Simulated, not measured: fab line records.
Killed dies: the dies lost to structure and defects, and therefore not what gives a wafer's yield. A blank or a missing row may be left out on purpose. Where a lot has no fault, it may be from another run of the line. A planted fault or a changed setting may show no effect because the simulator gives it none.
Which tool is to blame? + flow gf180mcu + Sampling: 13 lots, 39 wafers, 2 of 602 route steps

## WHAT THE GAUGES READ, wafer by wafer
GF_VT_IMPLANT_TW_MEAS_10. Usual: VT_IMPLANT_TW 568, standard deviation 3.4.
| lot  | measured     | on           | VT_IMPLANT_TW | flag |
|------|--------------|--------------|---------------|------|
| L564 | day 5 15:40  | filmMetro-03 | 566 564 561   |      |
| L565 | day 5 20:29  | filmMetro-03 | 566 562 565   |      |
| L566 | day 6 05:24  | filmMetro-03 | 562 564 563   |      |
| L567 | day 6 09:47  | filmMetro-03 | 562 564 564   |      |
| L568 | day 6 15:08  | filmMetro-01 | 569 570 567   |      |
| L569 | day 6 21:40  | filmMetro-01 | 566 566 565   |      |
| L570 | day 7 02:01  | filmMetro-01 | 571 572 568   |      |
| L571 | day 7 08:41  | filmMetro-03 | 564 564 566   |      |
| L572 | day 7 13:35  | filmMetro-02 | 571 572 573   |      |
| L574 | day 8 03:03  | filmMetro-02 | 566 567 566   |      |
| L580 | day 9 14:19  | filmMetro-02 | 570 569 569   |      |
| L582 | day 10 04:01 | filmMetro-01 | 573 573 573   |      |
| L585 | day 11 07:37 | filmMetro-01 | 573 571 572   |      |

## TOOL THAT RAN EACH LOT (tool first, then ch and the chambers of the sampled wafers, then the start)
| lot  | GF_STI_CMP_25                |
|------|------------------------------|
| L564 | cmp-01 ch 0,2,3, day 2 03:46 |
| L565 | cmp-01 ch 0,2, day 2 08:53   |
| L566 | cmp-01 ch 1,3, day 2 16:28   |
| L567 | cmp-02 ch 0,2, day 2 20:20   |
| L568 | cmp-01 ch 1,3, day 3 00:35   |
| L569 | cmp-02 ch 0,1,3, day 3 06:32 |
| L570 | cmp-01 ch 1,2, day 3 10:37   |
| L571 | cmp-02 ch 1,2, day 3 16:59   |
| L572 | cmp-01 ch 1,3, day 3 20:21   |
| L574 | cmp-01 ch 0,1,3, day 4 07:17 |
| L580 | cmp-01 ch 0,2,3, day 5 13:43 |
| L582 | cmp-01 ch 0,2,3, day 6 00:15 |
| L585 | cmp-01 ch 0,2,3, day 6 20:18 |
- GF_STI_CMP_25: polishes, stops on Si3N4, t overpolish 33 s, target thk 524.6 nm.

## WHAT THE TOOLS THEMSELVES READ (means of the sampled wafers that have a number; where no wafer has one, the mark that the record gives instead)
GF_STI_CMP_25. Usual: edgeZonePressureFrac 1.000, standard deviation 0.0051; motorCurrentA 11.9 A, standard deviation 1; overpolishRunS 33.000 s, standard deviation 0.0085; timeToEndpointS 122 s, standard deviation 7.2.
| lot  | tool   | edgeZonePressureFrac | motorCurrentA (A) | overpolishRunS (s) | timeToEndpointS (s) | flag |
|------|--------|----------------------|-------------------|--------------------|---------------------|------|
| L564 | cmp-01 | 1.003                | 11.3              | 32.997             | 132                 |      |
| L565 | cmp-01 | 0.994                | 12.6              | 33.000             | 132                 |      |
| L566 | cmp-01 | 1.006                | 11.8              | 32.996             | 115                 |      |
| L567 | cmp-02 | 0.996                | 11.8              | 33.007             | 123                 |      |
| L568 | cmp-01 | 0.999                | 11.8              | 32.992             | 116                 |      |
| L569 | cmp-02 | 1.005                | 12.1              | 33.004             | 123                 |      |
| L570 | cmp-01 | 0.994                | 12.1              | 33.009             | 122                 |      |
| L571 | cmp-02 | 0.995                | 12.0              | 33.003             | 119                 |      |
| L572 | cmp-01 | 0.999                | 11.9              | 33.005             | 116                 |      |
| L574 | cmp-01 | 1.000                | 12.2              | 33.009             | 120                 |      |
| L580 | cmp-01 | 0.999                | 11.6              | 32.998             | 126                 |      |
| L582 | cmp-01 | 0.996                | 11.6              | 32.999             | 124                 |      |
| L585 | cmp-01 | 1.000                | 11.7              | 33.002             | 121                 |      |

## THE ANSWER, worked out from the rows above alone
Rule: lot off if the mean of its wafers having a number is beyond 3 standard deviations from the usual mean. Also off: a lot with no number at a reading for which 4 or more lots have one. The other lots that the step has rows for count as sound. Order of review: gauges by route order, followed by the tools' own readings, for which a lot's mean as printed above is used. The first step at which some lot is off is used, and at that step the reading that is off furthest; a lot without a number counts as furthest.
No lot is off at any reading shown: from this, nothing can be told.

## WHAT WAS PUT IN BY THE SIMULATOR
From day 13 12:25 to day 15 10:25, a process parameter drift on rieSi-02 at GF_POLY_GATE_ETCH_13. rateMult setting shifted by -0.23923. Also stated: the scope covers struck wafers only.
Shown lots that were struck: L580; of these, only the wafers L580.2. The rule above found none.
